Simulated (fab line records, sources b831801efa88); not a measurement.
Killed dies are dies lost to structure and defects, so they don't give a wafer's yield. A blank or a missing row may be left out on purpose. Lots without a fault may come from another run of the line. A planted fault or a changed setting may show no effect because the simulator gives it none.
Chamber matching | flow sky130 | SKY_LI_CONTACT_CMP_24 on cmp-01: 4 sister chambers
The step polishes, stops on PSG, t overpolish 20 s, target thk 0 nm. 8 wafers are shown with their chamber, then 6 later ones without.

WAFERS WITH THEIR CHAMBER
wafer  | chamber | motor_current_A (A) | time_to_endpoint_s (s)
L928.1 | 0       | 10.8                | 105
L945.2 | 0       | 10.6                | 101
L945.5 | 3       | 13.4                | 89
L947.5 | 2       | 11.1                | 89
L947.6 | 1       | 10.1                | 90
L948.1 | 3       | 13.1                | 87
L948.4 | 2       | 11.6                | 88
L948.5 | 1       | 9.6                 | 87

WAFERS WITHOUT THEIR CHAMBER
wafer  | motor_current_A (A) | time_to_endpoint_s (s)
L951.1 | 11.0                | 94
L951.3 | 9.5                 | 91
L951.6 | 9.7                 | 94
L950.1 | 9.5                 | 92
L950.5 | 12.9                | 92
L950.6 | 10.9                | 105

WHICH CHAMBER EACH WENT THROUGH
wafer  | from the rows above          | in truth
L951.1 | can't be placed: 2 or 0 or 1 | 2
L951.3 | 1                            | 1
L951.6 | 1                            | 1
L950.1 | 1                            | 1
L950.5 | 3                            | 3
L950.6 | 0                            | 0
Placed correctly: 5 of 6. Can't be placed from these rows: 1 (the true chamber is among the candidates in 1). Placed wrongly: 0.
How it was worked out, from the rows above alone: a wafer's distance from a chamber is the root of the sum, over the readings, of the square of ((its reading less the chamber's mean) divided by the reading's scatter). The wafer belongs to the nearest chamber; if the next one is less than 2 further off, it can't be placed. A chamber's mean is the mean of its shown wafers. The scatter: the root of (the sum of the squares of (reading less its chamber's mean) over the shown wafers, divided by (wafers less chambers)).
